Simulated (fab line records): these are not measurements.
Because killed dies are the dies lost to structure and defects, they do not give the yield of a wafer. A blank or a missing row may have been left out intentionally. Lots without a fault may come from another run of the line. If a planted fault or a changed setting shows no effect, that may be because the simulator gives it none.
Matching of chambers + flow gf180mcu + GF_V3_CVD_02 on pecvd-01 has 3 sister chambers
The step deposits SiO2 from TEOS, target thk 850 nm, time 94.851 s. 3 wafers are shown with their chamber, then 11 later ones without.

WAFERS, EACH WITH ITS CHAMBER
| wafer  | chamber | heater-power-outer-w (W) |
|--------|---------|--------------------------|
| L082.4 | 1       | 410                      |
| L086.4 | 2       | 280                      |
| L087.1 | 0       | 390                      |

WAFERS MISSING THEIR CHAMBER
| wafer  | heater-power-outer-w (W) |
|--------|--------------------------|
| L087.4 | 405                      |
| L087.6 | 376                      |
| L090.2 | 395                      |
| L090.3 | 356                      |
| L090.6 | 385                      |
| L094.1 | 352                      |
| L094.2 | 390                      |
| L094.5 | 401                      |
| L096.2 | 386                      |
| L096.3 | 297                      |
| L096.6 | 407                      |

CHAMBER TAKEN BY EACH
| wafer  | from the rows above          | in truth |
|--------|------------------------------|----------|
| L087.4 | can't be placed: 1 or 0      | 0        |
| L087.6 | can't be placed: 0 or 1      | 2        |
| L090.2 | can't be placed: 0 or 1      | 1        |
| L090.3 | can't be placed: 0 or 1      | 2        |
| L090.6 | can't be placed: 0 or 1      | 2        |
| L094.1 | can't be placed: 0 or 1 or 2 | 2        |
| L094.2 | can't be placed: 0 or 1      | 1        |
| L094.5 | can't be placed: 1 or 0      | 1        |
| L096.2 | can't be placed: 0 or 1      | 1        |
| L096.3 | 2                            | 2        |
| L096.6 | can't be placed: 1 or 0      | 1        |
Correctly placed: 1 of 11. Unplaceable from these rows: 10, with the true chamber sitting among the candidates in 7. Placed wrongly: 0.
How it was worked out, from the rows above alone: a wafer's distance from a chamber is the root of the sum, over the readings, of the square of ((its reading less the chamber's mean) divided by the reading's scatter). If the next closest chamber is less than 2 further off than the closest, the wafer can't be placed; otherwise it belongs to the closest. A chamber's mean is the mean of its shown wafers. The scatter: with one shown wafer a chamber, the root of the mean of the squares of how far each hidden wafer lies from its nearest shown one.
